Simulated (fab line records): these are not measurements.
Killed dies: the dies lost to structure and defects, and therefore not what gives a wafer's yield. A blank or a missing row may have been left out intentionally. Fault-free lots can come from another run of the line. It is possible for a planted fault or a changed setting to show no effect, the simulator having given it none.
A struck lot beside a sound one | flow sky130 | 18 steps out of a route of 708
Sound: these wafers, L957.1, L957.5, L957.6. Struck: wafer L949.1 (left out: L949.2, L949.4 of the same lot, which were not struck); the cause appears at the end.
For every step that has rows: the tool of each side, followed by ch and its chambers, followed by its first start. Under that, the readings that differ: sound wafers | struck wafers | difference of the means | sigmas: that difference in standard deviations of wafers without a fault.
alike: same words and numbers on both sides, and readings whose means sit less than 2 such deviations apart. not compared: any withheld reading, any reading some wafer has no value for, any bound like >300 that may hide the same value, and any number with overlapping values for which the record gives no deviation.
A row with sigmas, a row that says differs or no value, or rows on one side alone: a step with any of these is where the two part. Numbers that don't overlap but have no deviation are shown without sigmas and don't part them. A reading that every wafer of one side lacks parts them only if that side has two wafers or more.

first, 2 steps without rows for these wafers: SKY_CONTACT_PEB_12; SKY_CONTACT_DEVELOP_13 (develop time 60 s).
SKY_CONTACT_CD_MEAS_14 targets a cd of 170 nm.
  sound on cd_sem-01, day 36 20:14; struck on cd_sem-01, day 34 14:23
  alike: cd_nm
SKY_CONTACT_OVL_MEAS_15:
  sound on overlay-02, day 36 20:22; struck on overlay-02, day 34 14:31
  reading          | sound   | struck | difference | sigmas
  CONTACT_OVL (nm) | -4 0 -6 | 8      | +11        | +2
SKY_CONTACT_ETCH_16: etches BARC in N2/H2, stops on SiO2, time 45.9 s, target depth 60 nm.
  sound on rie_diel-01 ch 1,3, day 36 20:24; struck on rie_diel-03 ch 0, day 34 14:33
  alike: drypump_motor_current_A, oes_product_au, throttle_valve_pct
  not compared: rf_hours_counter_h
SKY_CONTACT_ETCH_17: etches SiO2 in C4F8/O2/Ar, stops on Si3N4, target depth 340 nm.
  sound on rie_diel-01 ch 1,3, day 36 20:26; struck on rie_diel-03 ch 0, day 34 14:35
  alike: oes_product_au
SKY_CONTACT_ETCH_18: etches Si3N4 in CHF3/O2, stops on TiN, time 39 s, target depth 75 nm.
  sound: rie_diel-01 ch 1,3; struck: rie_diel-03 ch 0
  alike: chf3_flow_sccm, drypump_motor_current_A, oes_product_au, throttle_valve_pct
  not compared: rf_hours_counter_h
SKY_CONTACT_STRIP_19: strips in O2/N2.
  sound on plasma_asher-03 ch 0,1, day 36 20:32; struck on plasma_asher-01 ch 0, day 34 14:41
  alike: drypump_motor_current_A, oes_product_au, strip_time_to_endpoint_s
  not compared: rf_hours_counter_h
then, 3 steps without rows for these wafers: SKY_CONTACT_STRIP_20 (strips in post etch residue remover, time 1200 s); SKY_CONTACT_CLEAN_21 (cleans in IPA, time 180 s); SKY_CONTACT_CLEAN_22 (cleans in O3/DIW).
SKY_CONTACT_SPUTTER_23: material TiN, target thk 20 nm, time 80 s.
  sound on pvd_sputter-04, day 36 21:08; struck on pvd_sputter-04, day 34 15:17
  alike: throttle_valve_pct
SKY_CONTACT_CVD_24: deposits W, target thk 340 nm, time 102.12 s.
  sound on cvd_w-01 ch 0,1, day 36 21:11; struck on cvd_w-02 ch 1, day 34 15:20
  reading                               | sound         | struck | difference | sigmas
  model.W_of_CONTACT_CVD_24.thk_nm (nm) | 332 338 339.3 | 147.4  | -189.0     |
  alike: heater_power_w
SKY_CONTACT_RS_MEAS_25: a four-point-probe measurement.
  sound on film_metro-01, day 36 21:18; struck on film_metro-03, day 34 15:27
  reading               | sound             | struck | difference | sigmas
  CONTACT_W_RS (ohm/sq) | 0.347 0.340 0.339 | 0.792  | +0.450     | +99 or more
SKY_CONTACT_THK_MEAS_26: measures by xrf.
  sound on film_metro-01, day 36 21:25; struck on film_metro-03, day 34 15:34
  reading            | sound       | struck | difference | sigmas
  CONTACT_W_THK (nm) | 332 340 340 | 146    | -191       | -37
SKY_CONTACT_CMP_27: polishes, stops on SiO2, t overpolish 15 s, target thk 0 nm.
  sound on cmp-02 ch 0,3, day 36 21:32; struck on cmp-01 ch 1, day 34 15:41
  reading                | sound             | struck | difference | sigmas
  slurry_flow_ml_min     | 149.7 149.7 150.1 | 150.9  | +1.1       | +2
  time_to_endpoint_s (s) | 78 83 74          | 31     | -47        | -10
  alike: motor_current_A
then, 1 step without rows for these wafers: SKY_METAL1_SPUTTER_00 (material Ti, target thk 15 nm, time 10 s).
-- the record jumps here: 14 days lie between the struck wafers' starts before and after (it left off in module METAL1 and takes up again in module PAD_OPEN, whose first step shown is number 708 of the route) --
SKY_PAD_OPEN_PROBE_99:
  sound on prober-01, day 49 17:19; struck on prober-01, day 48 06:04
  alike: killed_at_M0_to_M3, killed_at_M4_up, killed_at_contacts, killed_at_front_end, killed_at_other, killed_dies, killed_open, killed_short

WHERE THEY PART
Last at SKY_CONTACT_CMP_27 as far as this record goes, first at SKY_CONTACT_OVL_MEAS_15. Later steps at which nothing parts them and some readings are alike: SKY_PAD_OPEN_PROBE_99.

WHY: what had been put in by the simulator
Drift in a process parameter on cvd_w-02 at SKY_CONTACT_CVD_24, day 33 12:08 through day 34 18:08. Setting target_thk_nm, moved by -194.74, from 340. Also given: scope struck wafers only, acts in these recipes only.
